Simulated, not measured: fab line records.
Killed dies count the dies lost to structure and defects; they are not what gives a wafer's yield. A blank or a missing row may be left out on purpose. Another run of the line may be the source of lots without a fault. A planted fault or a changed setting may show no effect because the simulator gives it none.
Matching of chambers / flow sky130 / SKY_LI_CONTACT_ETCH_14 on rieDiel-01: 4 sister chambers
The step etches BARC in N2/H2, stops on SiO2, time 45.9 s, target depth 60 nm. 8 wafers are shown with their chamber, then 9 later ones without.

## EACH WAFER AND ITS CHAMBER
wafer=L079.6; chamber=1; drypumpMotorCurrentA (A)=6.4; throttleValvePct (%)=13.229
wafer=L082.4; chamber=0; drypumpMotorCurrentA (A)=6.7; throttleValvePct (%)=13.233
wafer=L084.1; chamber=1; drypumpMotorCurrentA (A)=6.4; throttleValvePct (%)=13.240
wafer=L084.2; chamber=2; drypumpMotorCurrentA (A)=5.6; throttleValvePct (%)=13.219
wafer=L084.3; chamber=3; drypumpMotorCurrentA (A)=5.7; throttleValvePct (%)=13.225
wafer=L086.1; chamber=3; drypumpMotorCurrentA (A)=5.8; throttleValvePct (%)=13.233
wafer=L086.2; chamber=0; drypumpMotorCurrentA (A)=6.6; throttleValvePct (%)=13.238
wafer=L086.5; chamber=2; drypumpMotorCurrentA (A)=5.7; throttleValvePct (%)=13.216

## WAFERS WHOSE CHAMBER IS MISSING
wafer=L088.1; drypumpMotorCurrentA (A)=5.6; throttleValvePct (%)=13.235
wafer=L088.3; drypumpMotorCurrentA (A)=6.6; throttleValvePct (%)=13.216
wafer=L088.6; drypumpMotorCurrentA (A)=6.6; throttleValvePct (%)=13.221
wafer=L089.2; drypumpMotorCurrentA (A)=6.6; throttleValvePct (%)=13.236
wafer=L089.3; drypumpMotorCurrentA (A)=6.4; throttleValvePct (%)=13.226
wafer=L089.6; drypumpMotorCurrentA (A)=6.6; throttleValvePct (%)=13.213
wafer=L091.1; drypumpMotorCurrentA (A)=5.7; throttleValvePct (%)=13.235
wafer=L091.3; drypumpMotorCurrentA (A)=6.4; throttleValvePct (%)=13.236
wafer=L091.5; drypumpMotorCurrentA (A)=5.7; throttleValvePct (%)=13.205

## WHICH CHAMBER EACH WENT THROUGH
wafer=L088.1; from the rows above=can't be placed: 3 or 2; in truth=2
wafer=L088.3; from the rows above=can't be placed: 0 or 1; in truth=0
wafer=L088.6; from the rows above=can't be placed: 0 or 1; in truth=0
wafer=L089.2; from the rows above=0; in truth=0
wafer=L089.3; from the rows above=1; in truth=1
wafer=L089.6; from the rows above=can't be placed: 0 or 1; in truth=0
wafer=L091.1; from the rows above=3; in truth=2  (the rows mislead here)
wafer=L091.3; from the rows above=1; in truth=1
wafer=L091.5; from the rows above=2; in truth=2
4 of 9 placed correctly. Cannot be placed on the basis of these rows: 4; the candidates contain the true chamber in 4. 1 placed wrongly.
How it was worked out, from the rows above alone: a wafer's distance from a chamber is the root of the sum, over the readings, of the square of ((its reading less the chamber's mean) divided by the reading's scatter). If the next closest chamber is less than 2 further off than the closest, the wafer can't be placed; otherwise it belongs to the closest. For every chamber, the mean is computed from those of its wafers that are shown. The scatter is the square root of a quotient: the sum, over the shown wafers, of each reading's squared deviation from its chamber's mean, divided by wafers minus chambers.
